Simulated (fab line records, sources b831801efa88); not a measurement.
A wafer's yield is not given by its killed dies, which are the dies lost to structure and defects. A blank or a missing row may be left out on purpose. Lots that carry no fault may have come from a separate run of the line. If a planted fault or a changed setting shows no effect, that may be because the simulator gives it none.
Which tool did it?	flow gf180mcu	18 wafers from 6 lots sampled at 2 of the route's 602 steps

## WHAT THE GAUGES READ, wafer by wafer
GF_HV_LDD_THK_MEAS_57.
lot	measured	on	HV_LDD_CVD_56_THK (nm)
L572	day 13 09:17	film metro-02	89.4 89.3 90.2
L574	day 13 23:41	film metro-04	90.5 91.0 91.1
L583	day 16 23:20	film metro-03	90.4 90.2 90.1
L587	day 18 06:07	film metro-02	91.2 90.4 90.4
L590	day 19 04:07	film metro-04	89.4 89.1 89.9
L592	day 19 19:57	film metro-04	91.4 91.2 91.1

## WHAT TOOL EACH LOT RAN ON (gives the tool, then ch and the chambers of the sampled wafers, and finally the start)
lot	GF_HV_LDD_RTA_52
L572	rtp anneal-01 ch 0, day 13 06:05
L574	rtp anneal-02 ch 0, day 13 21:00
L583	rtp anneal-02 ch 0, day 16 20:36
L587	rtp anneal-01 ch 0, day 18 03:26
L590	rtp anneal-01 ch 0, day 19 01:25
L592	rtp anneal-01 ch 0, day 19 17:15
- GF_HV_LDD_RTA_52: time 10 s.

## THE ANSWER, worked out from the rows above alone
Rule: what is usual is taken from the lots themselves. The widest of any qualifying gaps counts: lots, ordered by their means at a reading, are off when they make up no more than a third of the lots, leave a main group of 4 or more, and stand apart from it by 3 or more times the standard deviation of that group's means. Not used: any main group whose means are identical at the precision the tables above print for the reading. Also off: a lot with no number at a reading for which 4 or more lots have one. Any other lot the step has rows for is counted as sound.
No lot is off on any of the readings shown, so nothing can be concluded from this.

## WHAT WAS PUT IN BY THE SIMULATOR
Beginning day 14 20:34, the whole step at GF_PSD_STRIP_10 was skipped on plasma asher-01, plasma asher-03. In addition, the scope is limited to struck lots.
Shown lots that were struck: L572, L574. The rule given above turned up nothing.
